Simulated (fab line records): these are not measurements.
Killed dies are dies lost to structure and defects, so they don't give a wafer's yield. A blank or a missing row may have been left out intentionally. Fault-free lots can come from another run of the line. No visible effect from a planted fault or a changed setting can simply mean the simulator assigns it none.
A struck lot beside a sound one ; flow gf180mcu ; 19 steps out of a route of 602
Sound: these wafers, L210.1, L210.3, L210.5. Struck: wafer L225.2; the same lot's L225.4 was not struck, so it is left out; see the end for the cause.
At each step with rows: each side's tool, then ch and its chambers, then its first start. Under that, the readings that differ: sound wafers ; struck wafers ; difference of the means ; sigmas: that difference in standard deviations of wafers without a fault.
alike: readings whose means differ by less than 2 such deviations, and words and numbers that are the same on both sides. not compared: withheld readings, readings that some wafer has no value for, bounds like >300 that may hide the same value, and numbers for which the record gives no deviation and whose values overlap.
Wherever a step has rows on one side only, a row that says differs or no value, or a row with sigmas, the two part there. Numbers that don't overlap but have no deviation are shown without sigmas and don't part them. A reading that every wafer of one side lacks parts them only if that side has two wafers or more.

first, 2 steps without rows for these wafers: GF_VT_IMPLANT_PEB_27; GF_VT_IMPLANT_DEVELOP_28 (develop time 60 s).
GF_VT_IMPLANT_OVL_MEAS_29:
  sound on overlay-02, day 7 15:44; struck on overlay-02, day 11 19:09
  alike: VT_IMPLANT_02_OVL
after that, 1 step had no rows for these wafers: GF_VT_IMPLANT_IMPLANT_30.
GF_VT_IMPLANT_STRIP_31: strips in O2/N2.
  sound on plasma-asher-01 ch 1, day 7 15:56; struck on plasma-asher-04 ch 0, day 11 19:20
  alike: drypump-motor-current-A, heater-power-w, oes-product-au, strip-time-to-endpoint-s
  not compared: rf-hours-counter-h
GF_VT_IMPLANT_TW_MEAS_32:
  sound on film-metro-02, day 7 16:02; struck on film-metro-02, day 11 19:26
  alike: VT_IMPLANT_3_TW
then, 6 steps without rows for these wafers: GF_VT_IMPLANT_DEHYDRATE_33 (time 60 s); GF_VT_IMPLANT_HMDS_34 (prime time 60 s); GF_VT_IMPLANT_COAT_35 (resist thk 1000 nm); GF_VT_IMPLANT_SOFTBAKE_36 (time 60 s); GF_VT_IMPLANT_EXPOSE_37 (exposes mask Nwell HV AREA, target cd 860 nm); GF_VT_IMPLANT_PEB_38.
GF_VT_IMPLANT_DEVELOP_39: develop time 60 s.
  sound on litho-track-02 ch 0, day 8 07:50; struck on litho-track-02 ch 0, day 12 14:13
GF_VT_IMPLANT_OVL_MEAS_40:
  sound on overlay-01, day 8 07:59; struck on overlay-01, day 12 14:21
  not compared: VT_IMPLANT_03_OVL
after that, 1 step had no rows for these wafers: GF_VT_IMPLANT_IMPLANT_41.
GF_VT_IMPLANT_STRIP_42: strips in O2/N2.
  sound on plasma-asher-01 ch 0,1, day 8 08:11; struck on plasma-asher-04 ch 1, day 12 14:32
  alike: drypump-motor-current-A, heater-power-w, oes-product-au, strip-time-to-endpoint-s
  not compared: rf-hours-counter-h
GF_VT_IMPLANT_TW_MEAS_43:
  sound on film-metro-03, day 8 08:17; struck on film-metro-02, day 12 14:38
reading;sound;struck;difference;sigmas
VT_IMPLANT_4_TW;687 685 684;30;-655;-99 or more
then, 1 step without rows for these wafers: GF_VT_IMPLANT_CLEAN_44 (cleans in SC1/SC2, time 150 s).
-- a jump in the record: the struck wafers' starts before and after are 21 days apart (it breaks off in module VT_IMPLANT and resumes in module PASSIVATION, where the first step shown is number 602 of the route) --
GF_PASSIVATION_PROBE_99:
  record: rows for the struck wafers here (prober-02, day 33 17:01), none for the sound ones

## WHERE THEY PART
Last at GF_PASSIVATION_PROBE_99 as far as this record goes, first at GF_VT_IMPLANT_TW_MEAS_43.

WHY: whatever the simulator had introduced
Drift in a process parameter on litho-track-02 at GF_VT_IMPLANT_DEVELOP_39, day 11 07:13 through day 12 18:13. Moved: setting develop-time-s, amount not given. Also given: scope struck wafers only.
